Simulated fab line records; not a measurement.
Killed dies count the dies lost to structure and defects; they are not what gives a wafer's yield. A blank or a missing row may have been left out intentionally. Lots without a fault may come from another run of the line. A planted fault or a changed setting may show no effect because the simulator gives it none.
Code-filled problem report in 8D (eight disciplines) form | flow gf180mcu | the parts of the form that need people (team, actions taken, sign-off) are left out

== 1. THE PROBLEM ==
Across 6 wafers from 2 lots, MVPSD_RS at GF_VT_IMPLANT_RS_MEAS_49 averages 1091.7 ohm/sq, while fault-free wafers read 1169.1 ohm/sq with a standard deviation of 2.5. That puts it -31 standard deviations away from the usual mean.
The step: measures by four-point-probe.
Earliest sighting: wafer L179.1 on film metro-01 at day 10 12:30. The record has a number at this step for 39 wafers belonging to 13 lots. Rule for "out", or "out of limits": more than 4 standard deviations from the usual mean. All remaining wafers that have a number are taken as sound.

== 2. WHAT IT IS AND WHAT IT IS NOT ==
question                    | is                     | is not
which readings at this step | MVPSD_RS               | -
which lots                  | L179, L180             | L169, L171, L173, L175, L181, L183, L184, L186, L188, L191, L192
which wafers of those lots  | all that have a number | -
read on which gauges        | film metro-01          | film metro-03, film metro-04
when                        | from day 10 12:30      | up to then (12 sound wafers); but 21 sound wafers of L181, L183, L184, L186, L188, L191, L192 came after

== 3. WHAT RULES OUT EACH SUSPECT ==
Counting: a tool at any process step up to the reading remains a suspect when it ran all the lots that are out and ran no sound lot after the first of those.
- ruled out: the gauge at GF_VT_IMPLANT_RS_MEAS_49. All the wafers that are out were read on film metro-01, but those of them that GF_MVPSD_IMPLANT_09 has rows for are out there too, on other tools.
- implanter-01 at GF_MVPSD_IMPLANT_09: kept. All lots that are out passed through it, beginning with L179 at day 7 17:05, and no sound lot followed; its final sound lot before that point was L175 at day 6 11:19. Its own dose ions cm2, faraday current uA readings are out on those wafers.
Remaining after the count: implanter-01 at GF_MVPSD_IMPLANT_09.

== 4. THE CAUSE (what the simulator had put in) ==
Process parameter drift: implanter-01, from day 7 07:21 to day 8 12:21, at GF_MVPSD_IMPLANT_09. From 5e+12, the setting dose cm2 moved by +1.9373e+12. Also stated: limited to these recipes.
Only this tool survived the counting.

== 5. SEQUENCE OF EFFECTS, ordered by route ==
Each row: a reading whose mean over the struck wafers that have a number lies more than 3 standard deviations from the usual. Scope: only readings with a usual standard deviation given in the record; hours: median across lots of the time from each lot's start at the first step in this table that gives one to its start at this step; sigmas: change in usual standard deviations.
hours | step                     | reading            | usual         | on struck wafers | change | sigmas
0     | GF_MVPSD_IMPLANT_09      | dose ions cm2      | 5e+12         | 7e+12            | +2e+12 | +99 or more
0     | GF_MVPSD_IMPLANT_09      | faraday current uA | 28.2          | 39.1             | +10.9  | +20
68    | GF_VT_IMPLANT_RS_MEAS_49 | MVPSD_RS           | 1169.1 ohm/sq | 1091.7           | -77.4  | -31
It contains these process steps:
- GF_MVPSD_IMPLANT_09

== 6. WHAT WOULD HAVE CAUGHT IT SOONER ==
Counted from the fault's start at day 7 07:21, it took 77 hours until the first out-of-limits reading at a measuring or inspecting step in this record, taken at day 10 12:30.
Tool's own readings at GF_MVPSD_IMPLANT_09, dose ions cm2, faraday current uA: out on all struck wafers the step has rows for; an alarm limit on them would have tripped on the first.
By day 10 12:30, every lot that is out (2) had started GF_MVPSD_IMPLANT_09 on implanter-01. A hold on the tool at that time would have spared none of them.
